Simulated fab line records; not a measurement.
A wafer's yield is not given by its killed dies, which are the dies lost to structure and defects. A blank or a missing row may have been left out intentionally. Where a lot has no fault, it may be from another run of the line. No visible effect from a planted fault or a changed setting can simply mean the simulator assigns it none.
The same fault as seen by 2 desks / flow gf180mcu / numbers are kept per desk, each desk with only its own; the story behind them comes last

THE METROLOGY DESK
Lot by lot, what the gauges showed, no matter which tool ran the lot: averages of those sampled wafers that carry a number. A lot is out of limits, marked OUT, if its mean lies more than 4 standard deviations from the usual mean; the brackets give that distance.
Columns: A = STI_OXIDATION_01_THK at GF_STI_THK_MEAS_22, usual 14.98 nm; B = DUAL_GATE_OXIDATION_00_THK at GF_DUAL_GATE_THK_MEAS_03, usual 10.98 nm; C = cd_nm at GF_HV_LDD_CD_MEAS_31, usual 400.2 nm
lot=L437; first seen here=day 2 13:38; A=14.81; B=10.93; C=400.0
lot=L442; first seen here=day 3 15:04; A=14.86; B=10.99; C=398.8
lot=L443; first seen here=day 3 21:14; A=14.78; B=11.12; C=399.6
lot=L445; first seen here=day 4 07:03; A=15.00; B=10.70; C=395.6
lot=L446; first seen here=day 4 12:08; A=14.92; B=11.13; C=399.3
lot=L447; first seen here=day 4 17:10; A=14.83; B=10.88; C=400.5
lot=L448; first seen here=day 5 00:43; A=15.08; B=11.06; C=399.8
lot=L451; first seen here=day 5 13:41; A=14.86; B=10.99; C=398.1
lot=L452; first seen here=day 5 19:19; A=14.72; B=11.09; C=401.9
lot=L455; first seen here=day 6 10:50; A=15.30; B=11.31; C=401.0
lot=L456; first seen here=day 6 15:22; A=15.35; B=10.83; C=400.5
lot=L457; first seen here=day 6 20:40; A=15.04; B=11.38; C=400.2
lot=L458; first seen here=day 7 01:15; A=15.31; B=10.73; C=399.2
Result from this desk: across the 13 lots, nothing is out of limits.

THE TOOL OWNER'S DESK: litho_track-01
The tool's own readings at GF_VT_IMPLANT_COAT_13 (resist thk 1000 nm): means of the sampled wafers that have a number, for each lot that ran on this tool. A lot is out of limits, marked OUT, if its mean lies more than 4 standard deviations from the usual mean; the brackets give that distance.
Columns: A = spin_speed_rpm at GF_VT_IMPLANT_COAT_13, usual 3000.0 rpm
lot=L443; first seen here=day 7 23:49; A=3186.8 (+89) OUT
lot=L445; first seen here=day 8 11:56; A=3189.5 (+90) OUT
This desk's verdict: out of limits on L443, L445, starting with L443 at day 7 23:49 (spin_speed_rpm at GF_VT_IMPLANT_COAT_13). In limits: none.

TAKEN TOGETHER
The tool owner's desk had the chance to raise an alarm at day 7 23:49 on L443, L445.
Metrology desk: nothing out of limits seen.
The metrology desk holds a record of L443, L445, inside its limits.
GF_VT_IMPLANT_COAT_13 was run on litho_track-01 by each of the lots named.

WHAT WAS PUT IN BY THE SIMULATOR
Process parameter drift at GF_VT_IMPLANT_COAT_13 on litho_track-01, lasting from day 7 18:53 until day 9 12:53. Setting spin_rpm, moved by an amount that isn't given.
Struck lots among those shown: L443, L445.
Hours from the fault's start to each desk's first reading out of limits: the tool owner's desk, 5.
